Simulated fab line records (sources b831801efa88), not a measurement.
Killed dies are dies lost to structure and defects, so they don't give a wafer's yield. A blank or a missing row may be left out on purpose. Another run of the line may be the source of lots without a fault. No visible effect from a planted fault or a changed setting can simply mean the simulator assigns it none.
Comparing a struck lot with a sound one    flow sky130    19 steps out of a route of 708
Sound: the wafers L365.3, L365.4, L365.6. The struck wafers were L356.1, L356.3, L356.6. Last of all comes the cause.
Order at every step that has rows: each side's tool, ch and its chambers, its first start. Under that, the readings that differ: sound wafers    struck wafers    difference of the means    sigmas: that difference in standard deviations of wafers without a fault.
alike: readings with means less than 2 such deviations apart, plus words and numbers identical on both sides. not compared: withheld readings, readings lacking a value on some wafer, bounds such as >300 that could conceal the same value, and numbers that have no deviation in the record and whose values overlap.
Wherever a step has rows on one side only, a row that says differs or no value, or a row with sigmas, the two part there. Non-overlapping numbers with no deviation appear without sigmas and do not part them. A reading that every wafer of one side lacks parts them only if that side has two wafers or more.

first, 1 step without rows for these wafers: SKY_LDD_HVP_IMPLANT_08.
SKY_LDD_HVP_STRIP_09: strips in O2/N2.
  sound on plasma-asher-01 ch 0,1, day 27 05:47; struck on plasma-asher-02 ch 0,1, day 24 10:08
  alike: drypump-motor-current-A, oes-product-au, strip-time-to-endpoint-s
  not compared: rf-hours-counter-h
SKY_LDD_HVP_TW_MEAS_10:
  sound on film-metro-01 at day 27 05:52; struck on film-metro-01 at day 24 10:14
  alike: LDD_HVP_TW
then, 7 steps without rows for these wafers: SKY_LDD_LDN_DEHYDRATE_00 (time 60 s); SKY_LDD_LDN_HMDS_01 (prime time 60 s); SKY_LDD_LDN_COAT_02 (resist thk 1140 nm); SKY_LDD_LDN_SOFTBAKE_03 (time 60 s); SKY_LDD_LDN_EXPOSE_04 (exposes mask LDNTM, target cd 700 nm); SKY_LDD_LDN_PEB_05; SKY_LDD_LDN_DEVELOP_06 (develop time 60 s).
SKY_LDD_LDN_OVL_MEAS_07:
  sound on overlay-01 at day 28 10:04; struck on overlay-02 at day 25 15:27
reading           sound          struck       difference  sigmas
LDD_LDN_OVL (nm)  -0.1 -1.1 1.1  3.4 3.4 2.5  +3.1        +2
next, for these wafers, 1 step has no rows: SKY_LDD_LDN_IMPLANT_08.
SKY_LDD_LDN_IMPLANT_09:
  sound on implanter-03 ch 0, day 28 10:17; struck on implanter-04 ch 0, day 25 15:57
  alike: faraday-current-uA
then, 2 steps without rows for these wafers: SKY_LDD_LDN_IMPLANT_10; SKY_LDD_LDN_IMPLANT_11.
SKY_LDD_LDN_STRIP_12: strips in O2/N2.
  sound on plasma-asher-03 ch 0,1, day 28 10:43; struck on plasma-asher-03 ch 0,1, day 25 16:24
  alike: drypump-motor-current-A, oes-product-au, strip-time-to-endpoint-s
  not compared: rf-hours-counter-h
SKY_LDD_LDN_TW_MEAS_13:
  sound on film-metro-03 at day 28 10:48; struck on film-metro-04 at day 25 16:30
reading     sound           struck          difference  sigmas
LDD_LDN_TW  1477 1479 1481  1588 1578 1580  +103        +14
then, 1 step without rows for these wafers: SKY_LDD_LDN_CLEAN_14 (cleans in SC1/SC2, time 150 s).
-- record jumps: 22 days separate the struck wafers' starts on either side; left off in module LDD_LDN, taken up again in module PAD_OPEN, whose first shown step is the route's number 708 --
SKY_PAD_OPEN_PROBE_99:
  sound on prober-01 at day 49 13:36; struck on prober-01 at day 47 16:11
reading                          sound           struck          difference  sigmas
model.etest.tip-sonos.rs-ohm-sq  2740 2682 2750  2263 2250 2276  -461        
  alike: killed_at_M0_to_M3, killed_at_M4_up, killed-at-contacts, killed-at-front-end, killed-at-other, killed-dies, killed-open, killed-short

== WHERE THEY PART ==
At SKY_LDD_LDN_OVL_MEAS_07 first; at SKY_LDD_LDN_TW_MEAS_13 last (within this record only). Later steps at which nothing parts them and some readings are alike: SKY_PAD_OPEN_PROBE_99.

WHY: the cause the simulator had injected
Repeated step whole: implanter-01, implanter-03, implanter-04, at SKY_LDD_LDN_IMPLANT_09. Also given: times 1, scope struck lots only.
